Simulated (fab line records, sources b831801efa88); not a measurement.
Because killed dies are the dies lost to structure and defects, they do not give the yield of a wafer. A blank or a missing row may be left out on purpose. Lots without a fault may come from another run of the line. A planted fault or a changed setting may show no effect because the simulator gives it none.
Commonality check across tools + flow sky130 + 15 lots and 45 wafers in the sample

WHY IT WAS OPENED
At SKY_SD_N_TW_MEAS_12 the reading SD_N_TW is flagged on 3 of 15 lots. No-fault wafers: 3968, standard deviation 26.
Rule: a lot is flagged in two cases, either no wafer of it has a number, or all its wafers with numbers fall more than 4 standard deviations from that mean. All remaining lots are regarded as sound.

| lot  | measured     | on           | SD_N_TW, wafer by wafer | flag    |
|------|--------------|--------------|-------------------------|---------|
| L223 | day 28 03:31 | filmMetro-04 | 3936 3942 3941          |         |
| L225 | day 28 16:49 | filmMetro-02 | 3991 3960 3967          |         |
| L227 | day 29 11:46 | filmMetro-02 | 3986 3997 3994          |         |
| L230 | day 30 18:28 | filmMetro-04 | 3972 3953 3976          |         |
| L231 | day 31 05:25 | filmMetro-04 | 3964 3923 3944          |         |
| L234 | day 31 16:44 | filmMetro-04 | 3925 3936 3940          |         |
| L235 | day 32 10:03 | filmMetro-04 | 1381 1374 1381          | FLAGGED |
| L236 | day 32 19:27 | filmMetro-02 | 1384 1393 1381          | FLAGGED |
| L237 | day 32 20:13 | filmMetro-02 | 1390 1386 1391          | FLAGGED |
| L238 | day 33 05:40 | filmMetro-03 | 4004 3988 3982          |         |
| L239 | day 33 17:43 | filmMetro-04 | 3960 3965 3950          |         |
| L243 | day 35 00:23 | filmMetro-02 | 3952 3960 3981          |         |
| L244 | day 35 02:53 | filmMetro-04 | 3932 3952 3974          |         |
| L246 | day 35 06:49 | filmMetro-02 | 3995 3974 3997          |         |
| L245 | day 35 10:58 | filmMetro-04 | 3940 3962 3949          |         |
Flagged lots average 1385: -2583 relative to the usual, that is -99 or more standard deviations.

EACH LOT AND THE TOOL IT RAN ON
The record holds 3 process steps before the reading, out of a route of 708 steps. Every cell lists first the tool, next ch and the chambers used by the sampled wafers, and last the start.
| lot  | flag    | SKY_SD_P_STRIP_10                   | SKY_SD_N_IMPLANT_09             | SKY_SD_N_STRIP_11                   |
|------|---------|-------------------------------------|---------------------------------|-------------------------------------|
| L223 |         | plasmaAsher-02 ch 0,1, day 25 17:25 | implanter-04 ch 0, day 28 03:08 | plasmaAsher-03 ch 0,1, day 28 03:25 |
| L225 |         | plasmaAsher-03 ch 0,1, day 26 07:12 | implanter-01 ch 0, day 28 16:28 | plasmaAsher-03 ch 0,1, day 28 16:43 |
| L227 |         | plasmaAsher-02 ch 0, day 27 01:37   | implanter-01 ch 0, day 29 11:22 | plasmaAsher-03 ch 0,1, day 29 11:40 |
| L230 |         | plasmaAsher-02 ch 0,1, day 28 10:34 | implanter-01 ch 0, day 30 18:04 | plasmaAsher-01 ch 0,1, day 30 18:22 |
| L231 |         | plasmaAsher-01 ch 0,1, day 28 20:22 | implanter-04 ch 0, day 31 05:02 | plasmaAsher-04 ch 0,1, day 31 05:19 |
| L234 |         | plasmaAsher-02 ch 0,1, day 29 08:15 | implanter-03 ch 0, day 31 16:22 | plasmaAsher-01 ch 0,1, day 31 16:38 |
| L235 | FLAGGED | plasmaAsher-03 ch 0,1, day 30 03:14 | implanter-01, day 32 09:39      | plasmaAsher-03 ch 0,1, day 32 09:57 |
| L236 | FLAGGED | plasmaAsher-02 ch 0,1, day 30 11:21 | implanter-03, day 32 19:05      | plasmaAsher-04 ch 0,1, day 32 19:22 |
| L237 | FLAGGED | plasmaAsher-01 ch 0,1, day 30 13:58 | implanter-01, day 32 19:49      | plasmaAsher-01 ch 0,1, day 32 20:07 |
| L238 |         | plasmaAsher-03 ch 0,1, day 30 23:07 | implanter-03 ch 0, day 33 05:16 | plasmaAsher-03 ch 0,1, day 33 05:34 |
| L239 |         | plasmaAsher-01 ch 0,1, day 31 10:52 | implanter-03 ch 0, day 33 17:20 | plasmaAsher-03 ch 0,1, day 33 17:37 |
| L243 |         | plasmaAsher-03 ch 0,1, day 32 19:07 | implanter-01 ch 0, day 35 00:01 | plasmaAsher-01 ch 0,1, day 35 00:17 |
| L244 |         | plasmaAsher-03 ch 0,1, day 32 21:39 | implanter-04 ch 0, day 35 02:31 | plasmaAsher-01 ch 0,1, day 35 02:48 |
| L246 |         | plasmaAsher-03 ch 0,1, day 33 01:13 | implanter-03 ch 0, day 35 06:26 | plasmaAsher-01 ch 1, day 35 06:43   |
| L245 |         | plasmaAsher-02 ch 0,1, day 33 05:43 | implanter-01 ch 0, day 35 10:35 | plasmaAsher-04 ch 0,1, day 35 10:52 |
What the steps here do:
- SKY_SD_P_STRIP_10: strips in O2/N2.
- SKY_SD_N_IMPLANT_09
- SKY_SD_N_STRIP_11: strips in O2/N2.
- SKY_SD_N_TW_MEAS_12

FLAGGED OVER TOTAL, TOOL BY TOOL (the gauges that took the reading come last)
| step                | tool           | lots run | flagged | share of the flagged lots | sound lots run after its first flagged lot |
|---------------------|----------------|----------|---------|---------------------------|--------------------------------------------|
| SKY_SD_P_STRIP_10   | plasmaAsher-01 | 3        | 1       | some                      | 1 (L239)                                   |
| SKY_SD_P_STRIP_10   | plasmaAsher-02 | 6        | 1       | some                      | 1 (L245)                                   |
| SKY_SD_P_STRIP_10   | plasmaAsher-03 | 6        | 1       | some                      | 4 (L238,L243,L244,L246)                    |
| SKY_SD_N_IMPLANT_09 | implanter-01   | 7        | 2       | some                      | 2 (L243,L245)                              |
| SKY_SD_N_IMPLANT_09 | implanter-03   | 5        | 1       | some                      | 3 (L238,L239,L246)                         |
| SKY_SD_N_IMPLANT_09 | implanter-04   | 3        | 0       | none                      | -                                          |
| SKY_SD_N_STRIP_11   | plasmaAsher-01 | 6        | 1       | some                      | 3 (L243,L244,L246)                         |
| SKY_SD_N_STRIP_11   | plasmaAsher-03 | 6        | 1       | some                      | 2 (L238,L239)                              |
| SKY_SD_N_STRIP_11   | plasmaAsher-04 | 3        | 1       | some                      | 1 (L245)                                   |
| SKY_SD_N_TW_MEAS_12 | filmMetro-02   | 6        | 2       | some                      | 2 (L243,L246)                              |
| SKY_SD_N_TW_MEAS_12 | filmMetro-03   | 1        | 0       | none                      | -                                          |
| SKY_SD_N_TW_MEAS_12 | filmMetro-04   | 8        | 1       | some                      | 3 (L239,L244,L245)                         |

WHAT IS ALLOWED BY THE TABLE
No row of the table ran every flagged lot.

WHAT HAD BEEN PUT IN BY THE SIMULATOR
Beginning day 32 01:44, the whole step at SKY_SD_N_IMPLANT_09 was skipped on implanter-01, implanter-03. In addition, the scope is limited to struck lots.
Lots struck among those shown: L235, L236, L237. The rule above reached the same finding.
